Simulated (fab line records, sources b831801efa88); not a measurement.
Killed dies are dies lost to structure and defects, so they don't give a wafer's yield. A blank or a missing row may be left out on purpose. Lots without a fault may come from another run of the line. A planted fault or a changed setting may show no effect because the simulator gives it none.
Split-lot experiment | flow sfq_line | 5 lots, 23 wafers read, on a route of 325 steps

THE SPLIT
At SFQ_TRILAYER_M2_LITHO_COAT_057 (resist thk 600 nm), the setting resist_thk_nm was moved away from the recipe's 600 nm on 9 of the 23 wafers read, by -3.4% to +5.6%. The other wafers ran this setting at the recipe's value.

FROM THE SPLIT TO THE READING: what the file shows between them, 1 step
- SFQ_TRILAYER_M2_BARC_OPEN_METAL_ETCH_077: etches BARC in O2, target depth 125 nm, time 41.7 s (also split here: bias_w)

THE READING
KrF_of_TRILAYER_M2_LITHO_COAT_057.thk_nm (the simulator's own value, which no gauge read), in nm, at SFQ_TRILAYER_M2_ETCH_METAL_ETCH_060 (etches Nb in Cl2/Ar, stops on SiO2, target depth 240 nm, time 120 s). The file gives no usual value for it. The 14 wafers here that ran the recipe average 381.1 nm, standard deviation 4.1 nm.

wafer  | tool, chamber at the split | resist_thk_nm as run, nm | against the recipe | KrF_of_TRILAYER_M2_LITHO_COAT_057.thk_nm, nm | against lot-mates on the recipe
L075.1 | litho_track-03, 0          | 600                      | recipe             | 379.9                                        | -
L075.3 | litho_track-03, 0          | 600                      | recipe             | 383                                          | -
L075.6 | litho_track-03, 0          | 600                      | recipe             | 385.2                                        | -
L076.1 | litho_track-02, 0          | 600                      | recipe             | 385                                          | -
L076.2 | litho_track-02, 0          | 579.7                    | -3.4%              | 356.9                                        | -25.2
L076.3 | litho_track-02, 0          | 579.7                    | -3.4%              | 367.9                                        | -14.2
L076.4 | litho_track-02, 0          | 579.7                    | -3.4%              | 357.8                                        | -24.3
L076.5 | litho_track-02, 0          | 600                      | recipe             | 379.2                                        | -
L079.1 | litho_track-03, 0          | 624.5                    | +4.1%              | 412.1                                        | +35.4
L079.2 | litho_track-03, 0          | 600                      | recipe             | 377.4                                        | -
L079.4 | litho_track-03, 0          | 600                      | recipe             | 377.8                                        | -
L079.5 | litho_track-03, 0          | 624.5                    | +4.1%              | 411.6                                        | +34.9
L079.6 | litho_track-03, 0          | 600                      | recipe             | 375                                          | -
L082.1 | litho_track-02, 0          | 609.3                    | +1.5%              | 387.1                                        | +6.0
L082.3 | litho_track-02, 0          | 609.3                    | +1.5%              | 392.2                                        | +11.1
L082.4 | litho_track-02, 0          | 600                      | recipe             | 376.8                                        | -
L082.5 | litho_track-02, 0          | 600                      | recipe             | 386.4                                        | -
L082.6 | litho_track-02, 0          | 600                      | recipe             | 380                                          | -
L085.1 | litho_track-02, 0          | 633.7                    | +5.6%              | 412.7                                        | +29.3
L085.3 | litho_track-02, 0          | 600                      | recipe             | 376.9                                        | -
L085.4 | litho_track-02, 0          | 600                      | recipe             | 387.3                                        | -
L085.5 | litho_track-02, 0          | 600                      | recipe             | 386.1                                        | -
L085.6 | litho_track-02, 0          | 633.7                    | +5.6%              | 410.2                                        | +26.8

THE FIT
A straight line over all 23 wafers: KrF_of_TRILAYER_M2_LITHO_COAT_057.thk_nm changes by +6.06 nm for each +1% of resist_thk_nm; r = +0.96; the points scatter about the line by 4.5 nm.
The same after taking each lot's own level away (the mean of its wafers on the recipe; 23 wafers): +6.21 nm for each +1%; r = +0.95; scatter 5 nm.
On that fit, the largest move of resist_thk_nm shifts the reading by 35 nm.
The lots' own levels span 376.73 to 383.43 nm, that is 1.6 times the standard deviation above.
So the lot-to-lot level changes the slope little: the two slopes agree.
Check: with one of the wafers moved furthest among these (+5.6%) left out of the fit, the line predicts +36.9 nm for it against its lot-mates. It came out at +29.3 nm against them.

OTHER SPLITS ON THESE WAFERS
These wafers also went through other splits before the reading. Each is held against what the fit with the lots' levels taken away leaves over:
other split on the same wafers                      | wafers away from the commonest value | r with KrF_of_TRILAYER_M2_LITHO_COAT_057.thk_nm (lot level and that fit taken away)
SFQ_TRILAYER_L0_LITHO_PEB_008 peb_time_s            | 10                                   | -0.08
SFQ_TRILAYER_L0_BARC_OPEN_METAL_ETCH_010 icp_w      | 8                                    | +0.13
SFQ_TRILAYER_L0_VIA_LITHO_PEB_016 peb_time_s        | 12                                   | -0.47
SFQ_TRILAYER_M0_LITHO_COAT_026 spin_rpm             | 7                                    | +0.29
SFQ_TRILAYER_I0_VIA_LITHO_COAT_036 spin_rpm         | 6                                    | -0.12
SFQ_TRILAYER_I0_VIA_LITHO_PEB_034 peb_time_s        | 11                                   | -0.06
SFQ_TRILAYER_I0_VIA_BARC_OPEN_VIA_ETCH_046 source_w | 4                                    | +0.31
SFQ_TRILAYER_M1_LITHO_COAT_044 resist_thk_nm        | 12                                   | -0.29
SFQ_TRILAYER_M1_BARC_OPEN_METAL_ETCH_054 time_s     | 11                                   | +0.16
SFQ_TRILAYER_I1_DEP_PECVD_045 time_s                | 11                                   | +0.38
SFQ_TRILAYER_I1_VIA_LITHO_EXPOSE_050 dose_mj        | 8                                    | +0.52
SFQ_TRILAYER_I1_VIA_BARC_OPEN_VIA_ETCH_071 bias_w   | 11                                   | -0.40
SFQ_TRILAYER_M2_BARC_OPEN_METAL_ETCH_077 bias_w     | 12                                   | -0.44

THE WHOLE CHAIN: every reading that the file lists as answering this split, in the file's order
step                                     | what it does                                                        | reading                                                                                   | change (the file's fit)              | r (the file's)
SFQ_TRILAYER_M2_LITHO_COAT_057           | resist thk 600 nm                                                   | KrF_of_TRILAYER_M2_LITHO_COAT_057.thk_nm (the simulator's own value, which no gauge read) | +5.94 nm for each +1% of the setting | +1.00
SFQ_TRILAYER_M2_BARC_OPEN_METAL_ETCH_077 | etches BARC in O2, target depth 125 nm, time 41.7 s                 | KrF_of_TRILAYER_M2_LITHO_COAT_057.thk_nm (the simulator's own value, which no gauge read) | +5.98 nm for each +1% of the setting | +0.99
SFQ_TRILAYER_M2_ETCH_METAL_ETCH_060      | etches Nb in Cl2/Ar, stops on SiO2, target depth 240 nm, time 120 s | KrF_of_TRILAYER_M2_LITHO_COAT_057.thk_nm (the simulator's own value, which no gauge read) | +6.21 nm for each +1% of the setting | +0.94

THE FILE'S OWN FIT
KrF_of_TRILAYER_M2_LITHO_COAT_057.thk_nm changes by +6.21 nm for each +1% of resist_thk_nm, r = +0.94.
